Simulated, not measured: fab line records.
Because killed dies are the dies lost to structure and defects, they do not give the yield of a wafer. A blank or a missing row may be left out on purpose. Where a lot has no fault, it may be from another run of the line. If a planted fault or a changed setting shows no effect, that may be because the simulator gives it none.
Matching of chambers / flow gf180mcu / GF_V3_CMP_26 on cmp-02 has 4 sister chambers
The step polishes, stops on SiO2, t overpolish 15 s, target thk 0 nm. 4 wafers are shown with their chamber, then 12 later ones without.

WAFERS WITH THEIR CHAMBER
wafer=L091.4; chamber=1; motor-current-A (A)=11.2
wafer=L094.1; chamber=2; motor-current-A (A)=8.7
wafer=L094.2; chamber=3; motor-current-A (A)=13.3
wafer=L094.3; chamber=0; motor-current-A (A)=12.0

WAFERS WITH NO CHAMBER GIVEN
wafer=L095.2; motor-current-A (A)=12.0
wafer=L095.4; motor-current-A (A)=8.7
wafer=L095.6; motor-current-A (A)=12.2
wafer=L096.1; motor-current-A (A)=12.1
wafer=L096.4; motor-current-A (A)=13.2
wafer=L096.6; motor-current-A (A)=11.2
wafer=L097.4; motor-current-A (A)=11.8
wafer=L097.5; motor-current-A (A)=11.7
wafer=L097.6; motor-current-A (A)=10.9
wafer=L097.1; motor-current-A (A)=11.0
wafer=L097.2; motor-current-A (A)=14.5
wafer=L097.3; motor-current-A (A)=8.5

WHICH CHAMBER EACH WENT THROUGH
wafer=L095.2; from the rows above=0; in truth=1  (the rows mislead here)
wafer=L095.4; from the rows above=2; in truth=2
wafer=L095.6; from the rows above=0; in truth=0
wafer=L096.1; from the rows above=0; in truth=0
wafer=L096.4; from the rows above=3; in truth=3
wafer=L096.6; from the rows above=1; in truth=1
wafer=L097.4; from the rows above=can't be placed: 0 or 1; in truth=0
wafer=L097.5; from the rows above=can't be placed: 0 or 1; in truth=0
wafer=L097.6; from the rows above=1; in truth=1
wafer=L097.1; from the rows above=1; in truth=1
wafer=L097.2; from the rows above=3; in truth=3
wafer=L097.3; from the rows above=2; in truth=2
Placed correctly: 9 of 12. These rows do not allow placing 2 (true chamber among the candidates in 2). Wrongly placed: 1.
How it was worked out, from the rows above alone: a wafer's distance from a chamber is the root of the sum, over the readings, of the square of ((its reading less the chamber's mean) divided by the reading's scatter). If the next closest chamber is less than 2 further off than the closest, the wafer can't be placed; otherwise it belongs to the closest. A chamber's mean is the mean of its shown wafers. The scatter: with one shown wafer a chamber, the root of the mean of the squares of how far each hidden wafer lies from its nearest shown one.
